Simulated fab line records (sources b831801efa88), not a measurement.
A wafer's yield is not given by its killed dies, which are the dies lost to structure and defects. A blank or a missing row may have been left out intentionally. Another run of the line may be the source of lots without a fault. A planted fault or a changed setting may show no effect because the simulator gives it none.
Comparing a struck lot with a sound one / flow sky130 / 15 out of 708 route steps
Sound: wafers L273.3, L273.5, L273.6. Struck: wafer L284.1 (left out: L284.2, L284.6 of the same lot, which were not struck); the cause appears at the end.
For every step that has rows: the tool of each side, followed by ch and its chambers, followed by its first start. Under that, the readings that differ: sound wafers / struck wafers / difference of the means / sigmas: that difference in standard deviations of wafers without a fault.
alike: same words and numbers on both sides, and readings whose means sit less than 2 such deviations apart. not compared: any withheld reading, any reading some wafer has no value for, any bound like >300 that may hide the same value, and any number with overlapping values for which the record gives no deviation.
A row with sigmas, a row that says differs or no value, or rows on one side alone: a step with any of these is where the two part. Numbers that don't overlap but have no deviation are shown without sigmas and don't part them. A reading missing from all wafers of one side parts the sides only when that side holds two or more wafers.

first, 1 step without rows for these wafers: SKY_VIA4_DEVELOP_10 (develop time 60 s).
SKY_VIA4_OVL_MEAS_11:
  sound on overlay-01, day 43 06:52; struck on overlay-01, day 47 05:24
  alike: VIA4_OVL
SKY_VIA4_ETCH_12: etches SiO2 in C4F8/O2/Ar, stops on TiN, target depth 580 nm.
  sound on rie_diel-04 ch 2,3, day 43 06:55; struck on rie_diel-03 ch 2, day 47 05:26
  alike: oes_product_au
then, 4 steps without rows for these wafers: SKY_VIA4_STRIP_13 (strips in O2/N2); SKY_VIA4_STRIP_14 (strips in post etch residue remover, time 1200 s); SKY_VIA4_CLEAN_15 (cleans in IPA, time 180 s); SKY_VIA4_CLEAN_16 (cleans in O3/DIW).
SKY_VIA4_SPUTTER_17: material TiN, target thk 20 nm, time 80 s.
  sound on pvd_sputter-04, day 43 07:35; struck on pvd_sputter-03, day 47 06:08
  alike: throttle_valve_pct
SKY_VIA4_CVD_18: deposits W, target thk 505 nm, time 152.14 s.
  sound on cvd_w-02 ch 0,1, day 43 07:42; struck on cvd_w-02 ch 1, day 47 06:12
  alike: heater_power_w
SKY_VIA4_RS_MEAS_19: measures by four-point-probe.
  sound on film_metro-04, day 43 07:53; struck on film_metro-03, day 47 06:21
  alike: VIA4_W_RS
SKY_VIA4_THK_MEAS_20: measures by xrf.
  sound on film_metro-04, day 43 07:59; struck on film_metro-03, day 47 06:28
reading=VIA4_W_THK (nm); sound=506 513 506; struck=524; difference=+16; sigmas=+2
SKY_VIA4_CMP_21: polishes, stops on SiO2, t overpolish 25 s, target thk 0 nm.
  sound on cmp-01 ch 1,2,3, day 43 08:10; struck on cmp-02 ch 1, day 47 06:32
reading=motor_current_A (A); sound=11.2 11.6 11.2; struck=9.0; difference=-2.3; sigmas=-3
  alike: overpolish_run_s, retaining_ring_pressure_frac, slurry_filter_dp_kPa, time_to_endpoint_s
SKY_METAL5_SPUTTER_00: material Ti, target thk 15 nm, time 10 s.
  sound on pvd_sputter-02, day 43 08:19; struck on pvd_sputter-02, day 47 06:50
reading=model.Ti_of_METAL5_SPUTTER_00.thk_nm (nm); sound=14.81 14.88 14.86; struck=16.38; difference=+1.53; sigmas=
  alike: throttle_valve_pct
SKY_METAL5_SPUTTER_01: material TiN, target thk 20 nm, time 16.15 s.
  sound on pvd_sputter-02, day 43 08:20; struck on pvd_sputter-02, day 47 06:52
  alike: throttle_valve_pct
SKY_PAD_OPEN_PROBE_99:
  the record has rows for the sound wafers here (prober-01, day 46 05:43) and none for the struck ones

## WHERE THEY PART
Last at SKY_PAD_OPEN_PROBE_99 as far as this record goes, first at SKY_VIA4_THK_MEAS_20.

WHY: what had been put in by the simulator
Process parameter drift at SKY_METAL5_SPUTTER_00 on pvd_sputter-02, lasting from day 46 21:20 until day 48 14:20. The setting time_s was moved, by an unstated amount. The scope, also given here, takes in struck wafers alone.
